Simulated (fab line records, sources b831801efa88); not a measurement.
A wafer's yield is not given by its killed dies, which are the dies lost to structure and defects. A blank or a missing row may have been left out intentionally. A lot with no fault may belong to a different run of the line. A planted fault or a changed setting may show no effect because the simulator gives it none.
fab line records    flow sky130
record lots=13  wafers=39  last_day=50
route steps=708 shown POLY_CUT@318 RES_XHIGH@336 SD_N@350
lots that met no fault: taken from a fault-free run of the same line
start_h: the number of hours between the record's first day and the start of the first shown wafer of the lot    wait_h: hours from the lot's prior step to this one    " same as the row above    L1.1+2: one row covering several wafers at once    - either no value or no given start    * or withheld: withheld    < > ~ a bound
route shown NAME@n: names a module that has steps shown in the file, with the first one's number in the route    usual: mean/standard deviation of fault-free wafers    same: alike in all rows    chamber/n: place in a boat    sites: each site's reading    _std_site: how widely they spread, as a standard deviation    _edge_site: outer sites' mean less inner sites'    radius_mm: for every site, how far away it sits from the centre of the wafer    mask NAME#n: copy n    behind: the last tool/chamber to shape the wafer    hold: the reason the lot was held/the length of the hold in hours/how it ended    device: the n, p or np transistor that did not switch    end of line: tests run on the same wafers once the route is complete    a step without rows: its recipe alone    killed: dies that structure and defects cost at the first sort, which is not the same as the wafer's yield    map: a wafer's dies, marking killed ones x, the rest . and places with no die _
set.NAME: the run value of the setting; set.NAME@STEP: its run value at that earlier step    model.NAME: the simulator's own value behind a step, which no gauge read
route steps across a sampled set of lots; one table per step, one row per wafer
services: a tool's chamber out of use, with start hour (start_h, from the record's first day; less than 0 if before it), hours out, and reason
## steps
# step SKY_POLY_CUT_ETCH_11
# recipe target=Si3N4  chemistry=CF4/CH2F2/Ar  stop_on=poly-Si  source_w=600  bias_w=150  pressure_mtorr=40  cf4_flow_sccm=40  ch2f2_flow_sccm=20  Ar_flow_sccm=150  time_s=42.5  target_depth_a=600
# usual drypump_motor_current_A=5.7/0.58  oes_product_au=0.830/0.006  throttle_valve_pct=14.994/0.0095
# same time_s=42.5
lot.wafer  tool         chamber  start_h  wait_h  drypump_motor_current_A  oes_product_au  rf_hours_counter_h  throttle_valve_pct
L710.4     rie_diel-03  1        576.96   0.0     6.1                      0.824           3                   14.991
L710.5     "            3        "        "       5.4                      0.839           -                   15.010
L710.6     "            2        "        "       6.4                      0.838           -                   15.001
L712.1     rie_diel-02  3        597.66   0.0     4.8                      0.823           13                  14.989
L712.2     "            1        "        "       4.8                      0.832           65                  14.988
L712.5     "            0        "        "       5.2                      0.833           -                   15.000
L714.1     rie_diel-03  3        604.86   0.0     5.4                      0.833           5                   14.987
L714.2     "            0        "        "       5.9                      0.827           4                   14.988
L714.5     "            2        "        "       6.4                      0.833           -                   14.971
L716.1     rie_diel-03  1        643.16   0.0     6.0                      0.832           4                   14.987
L716.3     "            3        "        "       5.4                      0.833           5                   14.996
L716.6     "            1        "        "       6.1                      0.824           -                   15.014
L718.3     rie_diel-04  3        646.61   0.0     5.9                      0.833           8                   15.011
L718.4     "            1        "        "       5.1                      0.845           10                  14.981
L718.6     "            0        "        "       5.5                      0.841           -                   14.984
L717.3     rie_diel-03  2        649.86   0.0     6.4                      0.825           14                  15.005
L717.4     "            1        "        "       6.0                      0.827           4                   14.991
L717.5     "            1        "        "       6.1                      0.832           -                   14.986
L719.1     rie_diel-03  1        657.61   0.0     6.0                      0.841           4                   14.996
L719.4     "            2        "        "       6.4                      0.827           14                  14.990
L719.5     "            2        "        "       6.4                      0.830           -                   15.007
L725.2     rie_diel-03  1        701.06   0.0     6.0                      0.828           5                   15.000
L725.4     "            2        "        "       6.4                      0.826           15                  14.997
L725.6     "            0        "        "       5.8                      0.826           -                   15.002
L728.2     rie_diel-04  2        718.46   0.0     6.5                      0.820           12                  14.986
L728.3     "            1        "        "       5.1                      0.832           11                  14.994
L728.5     "            3        "        "       5.8                      0.823           -                   14.988
L729.1     rie_diel-03  2        728.21   0.0     6.4                      0.831           16                  14.994
L729.2     "            3        "        "       5.4                      0.835           7                   15.000
L729.4     "            1        "        "       6.1                      0.827           -                   14.986
L727.1     rie_diel-04  0        728.84   0.0     5.5                      0.829           40                  14.987
L727.3     "            1        "        "       5.0                      0.836           12                  15.006
L727.5     "            2        "        "       6.4                      0.832           -                   14.998
L730.1     rie_diel-02  1        734.86   0.0     4.8                      0.831           1                   14.989
L730.2     "            3        "        "       4.8                      0.837           16                  14.987
L730.4     "            2        "        "       6.6                      0.839           43                  14.998
L731.1     rie_diel-02  2        742.76   0.0     6.6                      0.843           43                  14.999
L731.4     "            0        "        "       5.2                      0.834           18                  14.988
L731.5     "            2        "        "       6.6                      0.842           -                   15.006
# step SKY_POLY_CUT_STRIP_12
# recipe chemistry=O2/N2  power_w=1400  pressure_mtorr=1500  platen_temp_c=withheld  o2_flow_sccm=3000  n2_flow_sccm=300  overash_fraction=0.5
# usual drypump_motor_current_A=5.7/0.5  oes_product_au=0.453/0.005  strip_time_to_endpoint_s=5.362/0.018
lot.wafer  tool             chamber  start_h  wait_h  drypump_motor_current_A  oes_product_au  rf_hours_counter_h  strip_time_to_endpoint_s
L710.4     plasma_asher-02  1        577.04   0.1     5.8                      0.446           -                   5.358
L710.5     "                1        "        "       5.8                      0.448           -                   5.337
L710.6     "                0        "        "       4.8                      0.450           -                   5.361
L712.1     plasma_asher-03  1        597.70   0.0     6.1                      0.449           93                  5.327
L712.2     "                0        "        "       5.7                      0.454           93                  5.349
L712.5     "                1        "        "       6.2                      0.448           -                   5.333
L714.1     plasma_asher-02  0        604.90   0.0     4.8                      0.450           46                  5.388
L714.2     "                1        "        "       5.8                      0.455           46                  5.385
L714.5     "                1        "        "       5.8                      0.467           -                   5.415
L716.1     plasma_asher-01  0        643.20   0.0     6.3                      0.447           83                  5.367
L716.3     "                0        "        "       6.3                      0.448           -                   5.384
L716.6     "                1        "        "       5.6                      0.452           -                   5.364
L718.3     plasma_asher-01  0        646.68   0.1     6.3                      0.444           -                   5.354
L718.4     "                1        "        "       5.6                      0.455           -                   5.335
L718.6     "                0        "        "       6.3                      0.460           -                   5.378
L717.3     plasma_asher-02  0        649.94   0.1     4.8                      0.450           -                   5.376
L717.4     "                1        "        "       5.8                      0.455           -                   5.392
L717.5     "                1        "        "       5.8                      0.447           -                   5.360
L719.1     plasma_asher-03  0        657.65   0.0     5.7                      0.455           98                  5.354
L719.4     "                1        "        "       6.1                      0.452           -                   5.388
L719.5     "                1        "        "       6.2                      0.448           -                   5.357
L725.2     plasma_asher-03  1        701.10   0.0     6.1                      0.444           103                 5.374
L725.4     "                1        "        "       6.1                      0.453           -                   5.354
L725.6     "                1        "        "       6.1                      0.463           -                   5.350
L728.2     plasma_asher-02  1        718.50   0.0     5.8                      0.448           57                  5.353
L728.3     "                0        "        "       4.8                      0.455           -                   5.355
L728.5     "                0        "        "       4.8                      0.449           -                   5.347
L729.1     plasma_asher-02  0        728.25   0.0     4.8                      0.452           58                  5.373
L729.2     "                1        "        "       5.8                      0.455           58                  5.342
L729.4     "                0        "        "       4.8                      0.460           -                   5.385
L727.1     plasma_asher-03  1        728.88   0.0     6.2                      0.458           105                 5.366
L727.3     "                0        "        "       5.7                      0.447           -                   5.383
L727.5     "                0        "        "       5.7                      0.451           -                   5.372
L730.1     plasma_asher-02  1        734.90   0.0     5.8                      0.456           59                  5.378
L730.2     "                0        "        "       4.8                      0.454           59                  5.365
L730.4     "                1        "        "       5.8                      0.451           -                   5.392
L731.1     plasma_asher-03  0        742.80   0.0     5.7                      0.458           0                   5.370
L731.4     "                0        "        "       5.7                      0.449           -                   5.351
L731.5     "                1        "        "       6.2                      0.449           -                   5.361
# step SKY_RES_XHIGH_EXPOSE_04
# recipe mask_id=URPM  na=0.6  source_shape=conventional  sigma_outer=0.6  polarization=unpolarized  target_cd_nm=1270  dose_mj=140
lot.wafer   tool              chamber  start_h  wait_h  mask
L710.4+5+6  iline_stepper-02  0        622.37   -       URPM#0
L712.1+2+5  iline_stepper-01  0        641.76   -       URPM#0
L714.1+2+5  iline_stepper-01  0        648.72   -       URPM#0
L716.1+3+6  iline_stepper-02  0        686.16   -       URPM#0
L718.3+4+6  iline_stepper-02  0        688.36   -       URPM#0
L717.3+4+5  iline_stepper-02  0        692.06   -       URPM#0
L719.1+4+5  iline_stepper-02  0        700.26   -       NSDM#0
L725.2+4+6  iline_stepper-02  0        743.51   -       URPM#0
L728.2+3+5  iline_stepper-02  0        759.20   -       URPM#0
L729.1+2+4  iline_stepper-01  0        768.76   -       URPM#0
L727.1+3+5  iline_stepper-02  0        769.64   -       URPM#0
L730.1+2+4  iline_stepper-02  0        775.84   -       URPM#0
L731.1+4+5  iline_stepper-01  0        783.34   -       URPM#0
# step SKY_RES_XHIGH_TW_MEAS_09
# usual RES_XHIGH_TW=1644/9.8
lot.wafer  tool           chamber  start_h  wait_h  RES_XHIGH_TW
L710.4     film_metro-01  -        636.02   0.1     1625
L710.5     "              -        "        "       1626
L710.6     "              -        "        "       1634
L712.1     film_metro-04  -        655.61   0.1     1661
L712.2     "              -        "        "       1659
L712.5     "              -        "        "       1661
L714.1     film_metro-01  -        662.37   0.1     1656
L714.2     "              -        "        "       1644
L714.5     "              -        "        "       1644
L716.1     film_metro-01  -        699.11   0.1     1636
L716.3     "              -        "        "       1635
L716.6     "              -        "        "       1629
L718.3     film_metro-04  -        702.01   0.1     1643
L718.4     "              -        "        "       1646
L718.6     "              -        "        "       1651
L717.3     film_metro-01  -        705.66   0.1     1630
L717.4     "              -        "        "       1626
L717.5     "              -        "        "       1632
L719.1     film_metro-04  -        714.36   0.1     30
L719.4     "              -        "        "       30
L719.5     "              -        "        "       30
L725.2     film_metro-04  -        757.28   0.1     1654
L725.4     "              -        "        "       1657
L725.6     "              -        "        "       1647
L728.2     film_metro-01  -        772.27   0.1     1641
L728.3     "              -        "        "       1635
L728.5     "              -        "        "       1637
L729.1     film_metro-01  -        782.14   0.1     1653
L729.2     "              -        "        "       1646
L729.4     "              -        "        "       1650
L727.1     film_metro-01  -        782.61   0.1     1646
L727.3     "              -        "        "       1638
L727.5     "              -        "        "       1647
L730.1     film_metro-04  -        789.41   0.1     1638
L730.2     "              -        "        "       1636
L730.4     "              -        "        "       1650
L731.1     film_metro-01  -        797.37   0.1     1621
L731.4     "              -        "        "       1635
L731.5     "              -        "        "       1633
# step SKY_SD_N_OVL_MEAS_08
# usual SD_N_OVL=0.9/1.4
lot.wafer  tool        chamber  start_h  wait_h  SD_N_OVL[nm]
L710.4     overlay-02  -        663.75   0.1     -1.9
L710.5     "           -        "        "       -1.1
L710.6     "           -        "        "       1.1
L712.1     overlay-01  -        683.69   0.1     0.6
L712.2     "           -        "        "       1.4
L712.5     "           -        "        "       0.8
L714.1     overlay-02  -        690.64   0.1     -0.7
L714.2     "           -        "        "       2.1
L714.5     "           -        "        "       0.6
L716.1     overlay-01  -        726.53   0.1     -0.4
L716.3     "           -        "        "       0.0
L716.6     "           -        "        "       0.0
L718.3     overlay-01  -        729.25   0.1     0.8
L718.4     "           -        "        "       0.4
L718.6     "           -        "        "       0.9
L717.3     overlay-01  -        733.24   0.1     0.9
L717.4     "           -        "        "       2.2
L717.5     "           -        "        "       2.6
L719.1     overlay-02  -        741.13   0.1     1.2
L719.4     "           -        "        "       -0.4
L719.5     "           -        "        "       0.1
L725.2     overlay-01  -        783.99   0.1     2.6
L725.4     "           -        "        "       2.9
L725.6     "           -        "        "       -0.4
L728.2     overlay-02  -        799.24   0.1     2.0
L728.3     "           -        "        "       1.0
L728.5     "           -        "        "       0.2
L729.1     overlay-02  -        808.64   0.1     -0.6
L729.2     "           -        "        "       0.8
L729.4     "           -        "        "       -1.5
L727.1     overlay-02  -        808.78   0.1     0.2
L727.3     "           -        "        "       0.6
L727.5     "           -        "        "       -1.3
L730.1     overlay-01  -        815.03   0.1     2.3
L730.2     "           -        "        "       2.2
L730.4     "           -        "        "       2.7
L731.1     overlay-02  -        823.93   0.1     -1.3
L731.4     "           -        "        "       -2.1
L731.5     "           -        "        "       -1.7
## services
tool              chamber  start_h  hours  kind
rie_diel-03       2        562.62   4.9    repair
iline_stepper-01  -        567.79   0.7    repair
iline_stepper-01  -        576.33   1.7    pm
plasma_asher-03   -        590.43   0.4    repair
plasma_asher-01   -        594.59   0.4    repair
rie_diel-04       2        596.16   9.6    repair
iline_stepper-02  -        605.57   1.7    pm
rie_diel-03       3        609.76   6.2    repair
rie_diel-02       3        617.38   1.2    repair
rie_diel-04       -        627.88   2.8    pm
iline_stepper-02  0        632.33   -      calibration
rie_diel-03       -        645.07   2.6    repair
rie_diel-02       3        702.58   9.9    repair
plasma_asher-03   -        711.27   0.8    repair
rie_diel-04       2        715.72   2.0    repair
rie_diel-03       0        717.88   15.3   repair
iline_stepper-01  -        724.89   7.8    repair
plasma_asher-03   -        733.75   9.0    pm
plasma_asher-03   0        733.75   9.0    vent_cycle
plasma_asher-03   1        733.75   9.0    vent_cycle
plasma_asher-03   0        742.75   -      clean
rie_diel-03       1        752.99   5.0    repair
plasma_asher-01   -        753.59   0.4    repair
rie_diel-04       2        764.15   4.8    repair
## key
first_sign step=SKY_RES_XHIGH_EXPOSE_04  reading=mask  direction=changed
effect step=SKY_RES_XHIGH_TW_MEAS_09  reading=RES_XHIGH_TW  direction=down  sigmas=99+  usual=1644  struck=30
met_at SKY_RES_XHIGH_EXPOSE_04
struck_lots L719
sort_left_out L719.1,L719.4,L719.5
tester_left_out L719
not_acting_at SKY_POLY_CUT_ETCH_11,SKY_POLY_CUT_STRIP_12,SKY_SD_N_OVL_MEAS_08
onset_between 692.06 700.26
fault kind=wrong_mask  tool=any  chamber=-  onset_h=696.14  steps=SKY_RES_XHIGH_EXPOSE_04  aux_copy=NSDM#0  scope=struck_lots_only
# tester_left_out: of these lots the tester's yield and bins aren't shown, on N5 and GAA mostly nor the transistor test; their killed dies are dies lost to structure and defects alone, not to doping, threshold or leakage, so they don't give the yield
# sort_left_out: the simulated sort isn't trusted on such a fault, so these wafers' sort isn't shown, and their yield isn't known
